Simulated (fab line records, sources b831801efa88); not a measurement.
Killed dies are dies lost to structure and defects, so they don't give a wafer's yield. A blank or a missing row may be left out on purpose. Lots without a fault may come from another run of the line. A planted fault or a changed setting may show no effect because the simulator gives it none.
fab line records | flow sky130
record lots=6 wafers=18 last_day=50
route steps=708 shown METAL4@627 VIA4@639 PAD_OPEN@708
lots that met no fault: from a run of the same line without faults
start_h: hours from the record's first day to the start of the lot's first wafer shown | wait_h: hours since the lot's step before | " the same as in the row above | L1.1+2: a row that stands for several wafers | - no value, or no start given | * or withheld: withheld | < > ~ a bound
route shown NAME@n: a module of which the file shows steps, and the number in the route of the first | usual: mean/standard deviation of fault-free wafers | same: alike in all rows | chamber/n: place in a boat | sites: the reading at each site | _std_site: their standard deviation | _edge_site: outer sites' mean less inner sites' | radius_mm: how far each site lies from the wafer's centre | mask NAME#n: copy n | behind: the tool/chamber that last shaped the wafer | hold: why the lot was held/for how many hours/how that ended | device: the transistor (n, p or np) that didn't switch | end of line: the same wafers' tests at the end of the route | a step without rows: its recipe alone | killed: dies lost to structure and defects at the first sort, not the wafer's yield | map: a wafer's dies, x killed, . not, _ none there
set.NAME: the setting as run; set.NAME@STEP: as run at that earlier step | model.NAME: the simulator's own value behind a step, which no gauge read
lots at some steps of the route; a table a step, a row a wafer
services: from which hour (start_h, from the record's first day; less than 0 if before it) a tool's chamber was out of use, for how many hours, and why
## steps
# step SKY_METAL4_PEB_11
# recipe peb_temp_c=withheld peb_time_s=withheld resist=KrF-thick
# step SKY_METAL4_DEVELOP_12
# recipe develop_time_s=60 resist=KrF-thick dev_temp_c=21
# step SKY_METAL4_CD_MEAS_13
# recipe target_cd_nm=300
# usual cd_nm=300.6/1.4
# columns lot.wafer tool chamber start_h wait_h cd_nm
L712.2 cd_sem-01 - 991.55 - 300.7
L712.5 " - " " 300.7
L712.6 " - " " 300.9
L716.1 cd_sem-01 - 1022.25 - 299.8
L716.4 " - " " 301.0
L716.6 " - " " 300.6
L719.1 cd_sem-01 - 1033.03 - 296.9
L719.3 " - " " 299.4
L719.6 " - " " 297.7
L729.3 cd_sem-01 - 1095.39 - 298.3
L729.5 " - " " 298.3
L729.6 " - " " 299.7
L730.1 cd_sem-02 - 1101.83 - 301.3
L730.2 " - " " 301.0
L730.5 " - " " 300.4
L732.2 cd_sem-01 - 1114.75 - 298.9
L732.3 " - " " 301.4
L732.4 " - " " 300.1
# step SKY_METAL4_OVL_MEAS_14
# usual METAL4_OVL=1/5
# columns lot.wafer tool chamber start_h wait_h METAL4_OVL[nm]
L712.2 overlay-01 - 991.66 0.1 -6
L712.5 " - " " -5
L712.6 " - " " -1
L716.1 overlay-02 - 1022.37 0.1 2
L716.4 " - " " -6
L716.6 " - " " -1
L719.1 overlay-01 - 1033.15 0.1 3
L719.3 " - " " 2
L719.6 " - " " 4
L729.3 overlay-01 - 1095.48 0.1 -3
L729.5 " - " " -8
L729.6 " - " " -2
L730.1 overlay-01 - 1101.95 0.1 2
L730.2 " - " " 10
L730.5 " - " " -3
L732.2 overlay-02 - 1114.86 0.1 -6
L732.3 " - " " 4
L732.4 " - " " 1
# step SKY_METAL4_DESCUM_15
# recipe chemistry=O2 source_power_w=150 bias_power_w=0 pressure_mtorr=10 temp_c=40 time_s=8
# usual drypump_motor_current_A=5.71/0.23 oes_product_au=0.997/0.0082
# columns lot.wafer tool chamber start_h wait_h drypump_motor_current_A oes_product_au rf_hours_counter_h
L712.2 rie_metal-03 1 991.69 0.0 5.86 1.006 8
L712.5 " 1 " " 5.86 1.002 -
L712.6 " 0 " " 5.66 1.000 -
L716.1 rie_metal-03 1 1022.41 0.0 5.89 1.000 9
L716.4 " 0 " " 5.60 0.994 -
L716.6 " 1 " " 5.87 1.000 -
L719.1 rie_metal-03 0 1033.18 0.0 5.63 0.998 17
L719.3 " 1 " " 5.86 1.012 -
L719.6 " 0 " " 5.66 0.996 -
L729.3 rie_metal-04 0 1095.52 0.0 5.70 0.990 -
L729.5 " 1 " " 5.51 1.007 -
L729.6 " 0 " " 5.69 0.985 -
L730.1 rie_metal-03 0 1101.98 0.0 5.73 0.999 22
L730.2 " 1 " " 5.85 1.008 15
L730.5 " 1 " " 5.89 1.001 -
L732.2 rie_metal-04 0 1114.89 0.0 5.69 0.988 26
L732.3 " 1 " " 5.53 1.012 -
L732.4 " 0 " " 5.71 0.997 -
# step SKY_METAL4_ETCH_16
# recipe chemistry=N2/H2 target=BARC ion_energy_ev=200 bias_w=100 pressure_mtorr=30 n2_flow_sccm=100 h2_flow_sccm=200 icp_w=500 stop_on=SiO2 time_s=88.2 target_depth_a=600
# step SKY_METAL4_ETCH_17
# recipe target=SiO2 stop_on=TiN chemistry=C4F8/O2/Ar source_w=1500 bias_w=1200 pressure_mtorr=40 c4f8_flow_sccm=withheld O2_flow_sccm=6 Ar_flow_sccm=300 time_s=3.9 target_depth_a=150
# usual oes_product_au=0.755/0.0077
# columns lot.wafer tool chamber start_h wait_h oes_product_au rf_hours_counter_h
L712.2 rie_diel-04 3 991.82 0.1 0.732 3
L712.5 " 1 " " 0.760 -
L712.6 " 3 " " 0.757 -
L716.1 rie_diel-04 0 1022.54 0.1 0.759 9
L716.4 " 3 " " 0.749 4
L716.6 " 3 " " 0.758 -
L719.1 rie_diel-02 3 1033.31 0.1 0.754 13
L719.3 " 1 " " 0.759 7
L719.6 " 2 " " 0.759 -
L729.3 rie_diel-03 2 1095.64 0.0 0.762 13
L729.5 " 1 " " 0.760 -
L729.6 " 0 " " 0.768 -
L730.1 rie_diel-03 3 1102.11 0.1 0.746 18
L730.2 " 0 " " 0.761 6
L730.5 " 0 " " 0.759 -
L732.2 rie_diel-02 3 1115.02 0.1 0.760 16
L732.3 " 0 " " 0.755 18
L732.4 " 1 " " 0.763 10
# step SKY_METAL4_METAL_ETCH_18
# recipe target_depth_a=8450 stop_on=SiO2 over_etch_frac=0.3 time_s=183.1 chemistry=Cl2/BCl3 resist_sidewall_deg=88 pressure_mtorr=10 icp_w=900 bias_w=48.5 Cl2_flow_sccm=60 bcl3_flow_sccm=30
# usual drypump_motor_current_A=5.7/0.36 mfc_cl2_sccm=60.02/0.17 oes_product_au=0.863/0.0068 throttle_valve_pct=22.264/0.008
# columns lot.wafer tool chamber start_h wait_h drypump_motor_current_A mfc_cl2_sccm oes_product_au rf_hours_counter_h throttle_valve_pct
L712.2 rie_metal-04 1 991.84 0.0 5.5 60.29 0.845 19 22.262
L712.5 " 1 " " 5.5 60.08 0.851 - 22.258
L712.6 " 0 " " 5.7 59.94 0.857 - 22.247
L716.1 rie_metal-02 1 1022.55 0.0 5.3 60.10 0.867 5 22.253
L716.4 " 1 " " 5.3 59.81 0.872 - 22.268
L716.6 " 0 " " 6.3 59.81 0.860 - 22.253
L719.1 rie_metal-02 1 1033.33 0.0 5.3 59.92 0.868 6 22.271
L719.3 " 1 " " 5.3 60.53 0.879 - 22.254
L719.6 " 0 " " 6.2 60.40 0.875 - 22.264
L729.3 rie_metal-02 1 1095.71 0.1 5.3 59.82 0.861 - 22.270
L729.5 " 0 " " 6.2 59.86 0.870 - 22.251
L729.6 " 1 " " 5.3 59.95 0.862 - 22.256
L730.1 rie_metal-02 0 1102.13 0.0 6.3 60.32 0.860 19 22.251
L730.2 " 1 " " 5.3 59.96 0.861 11 22.259
L730.5 " 0 " " 6.3 60.07 0.879 - 22.273
L732.2 rie_metal-02 1 1115.04 0.0 5.3 60.08 0.864 12 22.276
L732.3 " 1 " " 5.3 60.07 0.859 - 22.272
L732.4 " 0 " " 6.3 59.93 0.860 - 22.265
# step SKY_METAL4_STRIP_19
# recipe chemistry=O2/N2 power_w=1400 pressure_mtorr=1500 platen_temp_c=withheld o2_flow_sccm=3000 n2_flow_sccm=300 overash_fraction=0.5
# usual drypump_motor_current_A=5.4/0.45 oes_product_au=0.503/0.005 strip_time_to_endpoint_s=6.56/0.074
# columns lot.wafer tool chamber start_h wait_h drypump_motor_current_A oes_product_au rf_hours_counter_h strip_time_to_endpoint_s
L712.2 plasma_asher-01 0 992.01 0.1 6.0 0.500 113 6.61
L712.5 " 1 " " 5.3 0.497 - 6.68
L712.6 " 0 " " 6.0 0.503 - 6.58
L716.1 plasma_asher-01 1 1022.73 0.1 5.3 0.499 117 6.53
L716.4 " 0 " " 6.0 0.511 - 6.56
L716.6 " 1 " " 5.3 0.502 - 6.46
L719.1 plasma_asher-01 0 1033.51 0.1 6.0 0.503 118 6.60
L719.3 " 1 " " 5.2 0.506 - 6.63
L719.6 " 1 " " 5.3 0.501 - 6.55
L729.3 plasma_asher-03 1 1095.87 0.1 5.9 0.501 - 6.52
L729.5 " 1 " " 5.9 0.496 - 6.60
L729.6 " 0 " " 4.7 0.504 - 6.59
L730.1 plasma_asher-03 0 1102.31 0.1 4.7 0.502 64 6.54
L730.2 " 1 " " 5.9 0.504 64 6.52
L730.5 " 0 " " 4.7 0.500 - 6.45
L732.2 plasma_asher-03 1 1115.21 0.1 5.9 0.511 65 6.63
L732.3 " 1 " " 5.9 0.508 - 6.58
L732.4 " 0 " " 4.7 0.508 - 6.65
# step SKY_METAL4_STRIP_20
# recipe chemistry=post_etch_residue_remover time_s=1200 temp_c=72.5
# step SKY_METAL4_CLEAN_21
# recipe chemistry=IPA time_s=180 temp_c=25
# step SKY_METAL4_CLEAN_22
# recipe chemistry=O3/DIW dry=n2_spin
# step SKY_VIA4_HDPCVD_00
# recipe material=SiO2 target_thk_nm=1750 sigma_open_frac=0.3 time_s=291.7 temp_c=400 sih4_flow_sccm=60 pressure_mtorr=6
# columns lot.wafer tool chamber start_h wait_h model.SiO2_of_VIA4_HDPCVD_00.thk_nm
L712.2 hdpcvd-01 2 992.70 0.0 1738
L712.5 " 0 " " 1762
L712.6 " 1 " " 1735
L716.1 hdpcvd-02 1 1023.32 0.0 1763
L716.4 " 1 " " 1748
L716.6 " 0 " " 1166
L719.1 hdpcvd-02 1 1034.10 0.0 1744
L719.3 " 0 " " 1143
L719.6 " 0 " " 1142
L729.3 hdpcvd-01 2 1096.42 0.0 1756
L729.5 " 0 " " 1792
L729.6 " 2 " " 1771
L730.1 hdpcvd-02 0 1102.95 0.0 1772
L730.2 " 2 " " 1762
L730.5 " 1 " " 1768
L732.2 hdpcvd-02 2 1115.81 0.0 1736
L732.3 " 1 " " 1758
L732.4 " 1 " " 1763
# step SKY_VIA4_THK_MEAS_01
# recipe reads=SiO2_of_VIA4_HDPCVD_00
# usual VIA4_HDPCVD_THK=1755/23
# columns lot.wafer tool chamber start_h wait_h VIA4_HDPCVD_THK[nm]
L712.2 film_metro-04 - 992.89 0.1 1737
L712.5 " - " " 1761
L712.6 " - " " 1734
L716.1 film_metro-04 - 1023.50 0.1 1763
L716.4 " - " " 1747
L716.6 " - " " 1167
L719.1 film_metro-04 - 1034.28 0.1 1745
L719.3 " - " " 1143
L719.6 " - " " 1142
L729.3 film_metro-03 - 1096.62 0.1 1756
L729.5 " - " " 1791
L729.6 " - " " 1771
L730.1 film_metro-02 - 1103.12 0.1 1770
L730.2 " - " " 1762
L730.5 " - " " 1769
L732.2 film_metro-03 - 1115.99 0.1 1736
L732.3 " - " " 1757
L732.4 " - " " 1764
# step SKY_VIA4_CMP_02
# recipe material=SiO2 down_force_psi=4 platen_rpm=60 pad_velocity_m_s=0.94248
# usual motor_current_A=12.0/1.5
# columns lot.wafer tool chamber start_h wait_h motor_current_A
L712.2 cmp-02 1 992.99 0.1 11.3
L712.6 " 0 " " 12.9
L712.5 " 1 " " 11.7
L716.4 cmp-01 3 1023.56 0.0 12.5
L716.1 " 0 " " 15.5
L716.6 " 3 " " 12.1
L719.1 cmp-02 1 1034.34 0.1 11.3
L719.3 " 3 " " 9.8
L719.6 " 1 " " 11.4
L729.3 cmp-02 3 1100.81 4.2 10.4
L729.5 " 2 " " 11.9
L729.6 " 3 " " 10.2
L730.1 cmp-01 2 1103.71 0.6 12.1
L730.2 " 0 " " 15.3
L730.5 " 2 " " 11.8
L732.2 cmp-01 1 1116.04 0.0 10.5
L732.3 " 3 " " 12.4
L732.4 " 0 " " 15.5
# step SKY_PAD_OPEN_PROBE_99
# usual defect_limited_yield=82.4/1.9 killed_at_M0_to_M3=43/6.5 killed_at_M4_up=3.3/2 killed_at_contacts=24/5.2 killed_at_front_end=16/4.2 killed_at_other=0.3/0.6 killed_dies=87/9.3 killed_open=47/7.8 killed_short=39/6.2
# same gross_dies=492 killed_at_back_side=0
# columns lot.wafer tool chamber start_h wait_h defect_limited_yield[%] killed_at_M0_to_M3 killed_at_M4_up killed_at_contacts killed_at_front_end killed_at_other killed_dies killed_open killed_short model.etest.tester.sort_n_pass model.etest.tester.sort_yield_pct model.etest.tester.sort_bin_3_pct model.etest.met5_comb.leak_log10_a_um model.etest.tester.sort_bin_8_pct model.etest.tester.sort_bin_4_pct
L712.2 prober-01 - 1085.28 0.1 79.5 43 4 35 19 0 101 54 46 391 79.47 1.423 -11.91 0 0
L712.5 prober-01 - 1085.43 0.2 80.9 38 6 24 25 1 94 44 50 398 80.89 1.22 -11.96 0 0
L712.6 prober-01 - 1085.48 0.2 77.4 58 3 29 21 0 111 58 52 381 77.44 0.813 -12.05 0 0
L716.1 prober-01 - 1112.80 0.1 85.6 36 1 19 15 0 71 31 39 421 85.57 1.22 -12 0 0
L716.4 prober-01 - 1112.95 0.2 85.0 34 1 21 18 0 74 39 35 418 84.96 0.6098 -11.98 0 0
L716.6 prober-01 - 1113.05 0.2 85.6 34 4 13 20 0 71 39 32 218 44.31 41.87 -6.925 4.831e-06 0
L719.1 prober-01 - 1121.34 0.1 81.5 42 6 25 17 1 91 47 44 401 81.5 0.4065 -12.08 0 0
L719.3 prober-01 - 1121.44 0.2 82.5 47 2 26 10 1 86 46 40 237 48.17 35.54 -6.989 4.765e-11 3.54e-13
L719.6 prober-01 - 1121.59 0.2 81.1 38 0 35 20 0 93 57 36 218 44.31 37.8 -6.868 2.806e-12 1.248e-13
L729.3 prober-01 - 1177.97 0.2 79.5 48 6 30 17 0 101 60 40 391 79.47 1.626 -12.14 0 0
L729.5 prober-01 - 1178.07 0.2 81.5 40 4 32 14 1 91 58 33 401 81.5 0.813 -12.19 0 0
L729.6 prober-01 - 1178.12 0.2 81.7 46 1 34 9 0 90 44 46 402 81.71 0.813 -12.21 0 0
L730.1 prober-02 - 1180.40 0.1 83.5 45 2 21 13 0 81 43 36 411 83.54 0.6098 -12.15 0 0
L730.2 prober-02 - 1180.45 0.1 79.7 47 4 32 15 2 100 51 46 392 79.67 1.626 -11.76 0 0
L730.5 prober-02 - 1180.60 0.2 83.9 33 7 24 15 0 79 39 40 413 83.94 0.813 -11.97 0 0
L732.2 prober-02 - 1190.57 0.1 83.1 42 2 28 11 0 83 52 30 409 83.13 0.2033 -11.83 0 0
L732.3 prober-02 - 1190.62 0.2 83.1 38 2 20 22 1 83 46 35 409 83.13 1.016 -11.88 0 0
L732.4 prober-02 - 1190.67 0.2 79.5 49 2 29 20 1 101 53 48 391 79.47 0.6098 -12.06 0 0
# killed by level:class
L712.2 CONTACT:geometric_particle:open=12 LI_CONTACT:geometric_particle:open=10 VIA1:geometric_particle:open=8 FIELD_ISO:geometric_particle:open=7 METAL1:geometric_particle:short=7 POLY_GATE:geometric_particle:short=5 METAL3:geometric_particle:short=5 CONTACT:geometric_particle:short=5
L712.5 CONTACT:geometric_particle:open=8 FIELD_ISO:geometric_particle:short=7 VIA3:geometric_particle:open=7 FIELD_ISO:geometric_particle:open=6 POLY_GATE:geometric_particle:short=6 LOCAL_INTERCONNECT:geometric_particle:short=5 METAL1:geometric_particle:short=5 VIA1:geometric_particle:open=5
L712.6 CONTACT:geometric_particle:open=12 METAL1:geometric_particle:short=11 VIA1:geometric_particle:open=10 LI_CONTACT:geometric_particle:open=7 VIA2:geometric_particle:open=7 METAL2:geometric_particle:short=6 VIA3:geometric_particle:open=6 FIELD_ISO:geometric_particle:open=5
L716.1 LI_CONTACT:geometric_particle:open=7 FIELD_ISO:geometric_particle:short=6 METAL3:geometric_particle:short=6 VIA1:geometric_particle:open=5 CONTACT:geometric_particle:open=5 VIA1:geometric_particle:short=5 VIA3:geometric_particle:open=5 METAL2:geometric_particle:short=4
L716.4 VIA1:geometric_particle:open=7 FIELD_ISO:geometric_particle:short=6 LI_CONTACT:geometric_particle:open=6 CONTACT:geometric_particle:open=6 FIELD_ISO:geometric_particle:open=5 VIA3:geometric_particle:short=5 VIA2:geometric_particle:open=5 VIA3:geometric_particle:open=5
L716.6 VIA3:geometric_particle:open=10 FIELD_ISO:geometric_particle:open=5 VIA1:geometric_particle:open=5 VIA1:geometric_particle:short=4 LI_CONTACT:geometric_particle:open=4 CONTACT:geometric_particle:open=4 METAL1:geometric_particle:short=4 METAL2:geometric_particle:short=4
L719.1 LI_CONTACT:geometric_particle:open=8 CONTACT:geometric_particle:open=7 VIA1:geometric_particle:open=6 METAL2:geometric_particle:short=6 CONTACT:geometric_particle:short=5 VIA3:geometric_particle:open=5 VIA2:geometric_particle:short=5 VIA2:geometric_particle:open=5
L719.3 VIA1:geometric_particle:open=13 VIA2:geometric_particle:open=7 CONTACT:geometric_particle:short=6 LI_CONTACT:geometric_particle:open=6 VIA3:geometric_particle:open=6 LOCAL_INTERCONNECT:geometric_particle:short=5 CONTACT:geometric_particle:open=5 METAL1:geometric_particle:short=5
L719.6 CONTACT:geometric_particle:open=17 VIA2:geometric_particle:open=12 METAL1:geometric_particle:short=9 LI_CONTACT:geometric_particle:open=8 FIELD_ISO:geometric_particle:open=6 FIELD_ISO:geometric_particle:short=5 SPACER:geometric_particle:short=5 CONTACT:geometric_particle:short=5
L729.3 VIA1:geometric_particle:open=15 LI_CONTACT:geometric_particle:open=12 CONTACT:geometric_particle:open=10 METAL1:geometric_particle:short=7 VIA3:geometric_particle:open=6 FIELD_ISO:geometric_particle:open=5 FIELD_ISO:geometric_particle:short=5 LOCAL_INTERCONNECT:geometric_particle:short=5
L729.5 CONTACT:geometric_particle:open=20 VIA1:geometric_particle:open=12 POLY_GATE:geometric_particle:short=6 VIA3:geometric_particle:open=6 LI_CONTACT:geometric_particle:open=5 METAL3:geometric_particle:short=5 METAL3:geometric_particle:open=4 VIA2:geometric_particle:open=4
L729.6 CONTACT:geometric_particle:open=12 LI_CONTACT:geometric_particle:open=9 METAL2:geometric_particle:short=8 VIA1:geometric_particle:open=8 CONTACT:geometric_particle:short=7 VIA1:geometric_particle:short=6 VIA3:geometric_particle:open=6 LOCAL_INTERCONNECT:geometric_particle:short=5
L730.1 VIA1:geometric_particle:open=7 LI_CONTACT:geometric_particle:open=7 VIA3:geometric_particle:open=7 METAL2:geometric_particle:short=6 CONTACT:geometric_particle:open=5 METAL1:geometric_particle:short=5 VIA1:geometric_particle:short=5 FIELD_ISO:geometric_particle:open=4
L730.2 VIA1:geometric_particle:open=11 LI_CONTACT:geometric_particle:open=9 CONTACT:geometric_particle:open=9 VIA3:geometric_particle:open=7 CONTACT:geometric_particle:short=6 METAL1:geometric_particle:short=6 LOCAL_INTERCONNECT:geometric_particle:short=5 VIA2:geometric_particle:open=4
L730.5 VIA1:geometric_particle:open=8 VIA3:geometric_particle:open=7 LI_CONTACT:geometric_particle:open=6 CONTACT:geometric_particle:open=6 METAL1:geometric_particle:short=6 METAL4:geometric_particle:short=6 LOCAL_INTERCONNECT:geometric_particle:short=5 FIELD_ISO:geometric_particle:short=4
L732.2 CONTACT:geometric_particle:open=10 VIA2:geometric_particle:open=8 VIA1:geometric_particle:open=8 LI_CONTACT:geometric_particle:open=7 VIA3:geometric_particle:open=7 CONTACT:geometric_particle:short=5 VIA1:geometric_particle:short=5 METAL2:geometric_particle:short=5
L732.3 VIA1:geometric_particle:open=11 POLY_GATE:geometric_particle:short=7 POLY_GATE:geometric_particle:open=6 CONTACT:geometric_particle:open=6 VIA2:geometric_particle:open=5 LI_CONTACT:geometric_particle:open=5 CONTACT:geometric_particle:short=5 VIA3:geometric_particle:open=5
L732.4 VIA2:geometric_particle:open=8 LI_CONTACT:geometric_particle:open=7 CONTACT:geometric_particle:short=7 CONTACT:geometric_particle:open=7 VIA1:geometric_particle:open=7 POLY_GATE:geometric_particle:open=6 METAL2:geometric_particle:short=6 VIA3:geometric_particle:open=6
## services
# columns tool chamber start_h hours kind
rie_diel-03 1 971.70 4.8 repair
plasma_asher-03 - 974.55 14.6 pm
rie_metal-04 - 979.42 0.7 repair
rie_diel-04 2 990.42 23.4 repair
rie_metal-04 - 999.97 2.6 repair
cmp-01 - 1006.49 2.0 repair
plasma_asher-03 - 1009.85 2.8 repair
cmp-01 - 1026.40 0.5 repair
rie_metal-04 1 1032.65 - clean
cmp-02 - 1045.22 3.7 repair
rie_diel-02 1 1048.36 4.8 repair
plasma_asher-01 - 1055.25 9.0 pm
hdpcvd-01 0 1065.68 12.7 repair
cmp-01 - 1071.93 0.6 repair
cmp-01 - 1073.68 0.3 repair
cmp-01 - 1078.25 24.5 repair
cmp-01 - 1084.51 13.4 repair
rie_diel-04 0 1086.46 7.4 repair
cmp-02 - 1095.86 4.0 pm
rie_metal-04 - 1100.75 2.8 pm
hdpcvd-01 - 1105.00 0.3 repair
rie_diel-02 1 1109.19 2.1 repair
rie_diel-04 1 1114.12 72.2 repair
rie_diel-02 0 1115.84 33.2 repair
## key
first_sign step=SKY_VIA4_THK_MEAS_01 reading=VIA4_HDPCVD_THK direction=down sigmas=27 usual=1755 struck=1151
effect none on later readings
model_effect step=SKY_VIA4_HDPCVD_00 value=SiO2_of_VIA4_HDPCVD_00.thk_nm without=1734 struck=1150
model_effect step=SKY_PAD_OPEN_PROBE_99 value=etest.tester.sort_n_pass without=408.7 struck=224.3
met_at SKY_VIA4_HDPCVD_00
struck_wafers L716.6,L719.3,L719.6
fault kind=process_parameter_drift tool=hdpcvd-02 chamber=0 onset_h=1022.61 steps=SKY_VIA4_HDPCVD_00 channel=target_thk_nm offset=-584.05 shape=step end_h=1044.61 acts_in=these_recipes_only stated=1750
